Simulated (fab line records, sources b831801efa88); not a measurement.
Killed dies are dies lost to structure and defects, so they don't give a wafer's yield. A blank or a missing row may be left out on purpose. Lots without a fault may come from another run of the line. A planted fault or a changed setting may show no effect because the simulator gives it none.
Which tool did it? | flow sky130 | 24 lots, 72 wafers sampled, at 4 steps of a route of 708

WHAT THE GAUGES READ, wafer by wafer
SKY_LDD_HVP_OVL_MEAS_07.
lot  | measured     | on         | LDD_HVP_OVL (nm)
L074 | day 21 17:28 | overlay-02 | 2.8 1.1 1.6
L075 | day 22 07:43 | overlay-02 | 0.5 0.1 -0.1
L076 | day 22 08:58 | overlay-01 | 2.7 4.7 2.0
L077 | day 22 23:35 | overlay-02 | 0.8 -0.4 2.0
L078 | day 22 23:53 | overlay-01 | 0.1 1.3 1.8
L079 | day 23 09:13 | overlay-02 | 2.6 0.2 0.5
L080 | day 23 18:47 | overlay-02 | -0.4 0.2 2.0
L081 | day 24 02:56 | overlay-01 | 1.7 1.1 2.2
L082 | day 24 08:44 | overlay-02 | 0.6 0.7 -1.1
L083 | day 24 23:08 | overlay-02 | 1.3 0.2 2.2
L084 | day 25 12:13 | overlay-02 | 1.4 -1.0 -0.1
L085 | day 25 13:47 | overlay-01 | -0.6 -1.4 -0.5
L086 | day 26 07:47 | overlay-02 | 1.3 0.8 -0.7
L087 | day 26 16:28 | overlay-01 | -0.6 -1.2 -1.0
L088 | day 26 20:16 | overlay-02 | 2.1 3.3 2.8
L091 | day 27 10:28 | overlay-02 | 1.5 1.6 1.3
L090 | day 27 11:16 | overlay-02 | 0.4 0.2 0.5
L089 | day 27 11:59 | overlay-02 | 0.2 1.5 1.9
L092 | day 28 18:07 | overlay-01 | 1.2 -0.9 -0.1
L093 | day 28 20:50 | overlay-01 | 2.0 1.7 3.3
L094 | day 28 21:07 | overlay-01 | -0.2 0.8 -0.9
L095 | day 28 22:29 | overlay-01 | 0.4 -0.2 0.5
L096 | day 29 02:52 | overlay-02 | -0.6 0.4 -2.0
L097 | day 29 07:32 | overlay-01 | 0.1 0.8 -0.3

SKY_SD_N_TW_MEAS_12.
lot  | measured     | on            | SD_N_TW
L074 | day 28 00:38 | film_metro-01 | 4043 4051 4045
L075 | day 28 11:01 | film_metro-03 | 3977 3960 3950
L076 | day 28 15:02 | film_metro-02 | 3962 3969 3978
L077 | day 29 01:56 | film_metro-01 | 3992 4015 4017
L078 | day 29 03:41 | film_metro-02 | 3939 3955 3931
L079 | day 29 12:38 | film_metro-03 | 3973 3974 3973
L080 | day 29 21:17 | film_metro-02 | 3992 3964 3985
L081 | day 30 03:38 | film_metro-03 | 3998 3963 3986
L082 | day 30 08:29 | film_metro-02 | 3923 3952 3916
L083 | day 30 21:49 | film_metro-02 | 3954 3961 3959
L084 | day 31 08:04 | film_metro-01 | 3991 4016 4001
L085 | day 31 14:04 | film_metro-02 | 3979 3960 3980
L086 | day 32 04:52 | film_metro-02 | 3973 3955 3976
L087 | day 32 12:50 | film_metro-03 | 3930 3942 3918
L088 | day 32 16:54 | film_metro-01 | 3987 4017 4024
L091 | day 33 08:02 | film_metro-03 | 3900 3880 3882
L090 | day 33 09:11 | film_metro-02 | 4002 3984 3988
L089 | day 33 10:15 | film_metro-01 | 3988 3993 4003
L092 | day 34 15:29 | film_metro-01 | 4028 4019 4032
L093 | day 34 16:05 | film_metro-01 | 4014 4023 4007
L094 | day 34 16:13 | film_metro-03 | 3965 3959 3968
L095 | day 34 17:15 | film_metro-02 | 3982 3991 3999
L096 | day 34 18:08 | film_metro-03 | 3968 3937 3957
L097 | day 35 02:49 | film_metro-03 | 3944 3955 3927

SKY_VIA1_RS_MEAS_22: measures by four-point-probe.
lot  | measured     | on            | VIA1_W_RS (ohm/sq)
L074 | day 34 02:57 | film_metro-03 | 0.418 0.422 0.418
L075 | day 34 12:02 | film_metro-01 | 0.428 0.429 0.428
L076 | day 34 16:18 | film_metro-03 | 0.427 0.428 0.423
L077 | day 35 01:10 | film_metro-03 | 0.423 0.430 0.428
L078 | day 35 02:55 | film_metro-01 | 0.416 0.415 0.414
L079 | day 35 09:58 | film_metro-01 | 0.409 0.423 0.412
L080 | day 35 19:52 | film_metro-03 | 0.437 0.423 0.437
L081 | day 36 01:20 | film_metro-01 | 0.442 0.425 0.447
L082 | day 36 08:57 | film_metro-02 | 0.427 0.437 0.434
L083 | day 36 18:26 | film_metro-01 | 0.439 0.424 0.441
L084 | day 37 04:07 | film_metro-03 | 0.416 0.414 0.419
L085 | day 37 11:28 | film_metro-02 | 0.421 0.424 0.421
L086 | day 37 23:36 | film_metro-03 | 0.433 0.431 0.432
L087 | day 38 06:55 | film_metro-03 | 0.419 0.422 0.419
L088 | day 38 10:53 | film_metro-02 | 0.422 0.430 0.437
L091 | day 39 05:13 | film_metro-03 | 0.421 0.419 0.422
L090 | day 39 05:29 | film_metro-01 | 0.417 0.419 0.413
L089 | day 39 06:44 | film_metro-03 | 0.423 0.426 0.425
L092 | day 40 09:27 | film_metro-01 | 0.430 0.430 0.426
L093 | day 40 10:53 | film_metro-01 | 0.416 0.414 0.417
L094 | day 40 11:51 | film_metro-02 | 0.431 0.437 0.440
L095 | day 40 12:23 | film_metro-03 | 0.421 0.413 0.419
L096 | day 40 14:13 | film_metro-03 | 0.418 0.414 0.413
L097 | day 40 19:09 | film_metro-02 | 0.412 0.416 0.420

WHICH TOOL RAN EACH LOT (tool, then ch and the chambers of the sampled wafers, then the start)
lot  | SKY_VIA1_CMP_02
L074 | cmp-01 ch 0,1,2, day 32 23:11
L075 | cmp-02 ch 0,1,2, day 33 07:14
L076 | cmp-02 ch 0,1,3, day 33 12:23
L077 | cmp-01 ch 0,1,2, day 33 21:18
L078 | cmp-01 ch 1,3, day 33 23:44
L079 | cmp-02 ch 0,1, day 34 06:18
L080 | cmp-01 ch 0,3, day 34 15:07
L081 | cmp-01 ch 1,2,3, day 34 21:40
L082 | cmp-02 ch 0,1,2, day 35 04:43
L083 | cmp-01 ch 0,1,2, day 35 14:50
L084 | cmp-02 ch 0,1,3, day 36 00:23
L085 | cmp-02 ch 0,3, day 36 07:34
L086 | cmp-01 ch 0,2, day 36 20:46
L087 | cmp-01 ch 1,3, day 37 03:13
L088 | cmp-01 ch 0,1,3, day 37 07:52
L091 | cmp-02 ch 0,1,2, day 38 02:07
L090 | cmp-01 ch 0,1, day 38 02:23
L089 | cmp-01 ch 0,1,2, day 38 03:39
L092 | cmp-02 ch 0,1,2, day 39 07:29
L093 | cmp-01 ch 0,1,3, day 39 08:44
L094 | cmp-01 ch 0,1,3, day 39 09:44
L095 | cmp-02 ch 1,2,3, day 39 10:11
L096 | cmp-02 ch 0,1,2, day 39 11:10
L097 | cmp-01 ch 0,1,3, day 39 17:44
- SKY_VIA1_CMP_02: polishes SiO2.

WHAT THE TOOLS THEMSELVES READ (means of the sampled wafers that have a number; where no wafer has one, the mark that the record gives instead)
SKY_VIA1_CMP_02.
lot  | tool   | motor_current_A (A)
L074 | cmp-01 | 12.3
L075 | cmp-02 | 11.8
L076 | cmp-02 | 11.7
L077 | cmp-01 | 12.1
L078 | cmp-01 | 14.0
L079 | cmp-02 | 11.2
L080 | cmp-01 | 14.0
L081 | cmp-01 | 12.9
L082 | cmp-02 | 11.4
L083 | cmp-01 | 11.9
L084 | cmp-02 | 12.3
L085 | cmp-02 | 12.2
L086 | cmp-01 | 12.3
L087 | cmp-01 | 13.9
L088 | cmp-01 | 12.6
L091 | cmp-02 | 11.6
L090 | cmp-01 | 11.6
L089 | cmp-01 | 12.4
L092 | cmp-02 | 11.8
L093 | cmp-01 | 13.1
L094 | cmp-01 | 12.8
L095 | cmp-02 | 12.2
L096 | cmp-02 | 11.3
L097 | cmp-01 | 13.0

THE ANSWER, worked out from the rows above alone
Rule: what is usual is taken from the lots themselves. Put in order of their means at a reading, lots are off if they are a third of the lots or fewer, leave a main group of 4 or more, and stand apart from it by a gap of 3 or more times the standard deviation of the main group's means; of several such gaps the widest counts. A main group whose means are all the same, to the digits that the tables above print for the reading, isn't used. A lot without any number at a reading at which 4 lots or more have one is off too. The other lots that the step has rows for count as sound. The gauges are gone through in route order, then the tools' own readings, and for those a lot's mean is taken as printed above. The first step at which some lot is off is used, and at that step the reading that is off furthest; a lot without a number counts as furthest.
No lot is off at any reading shown: from this, nothing can be told.

WHAT THE SIMULATOR HAD PUT IN
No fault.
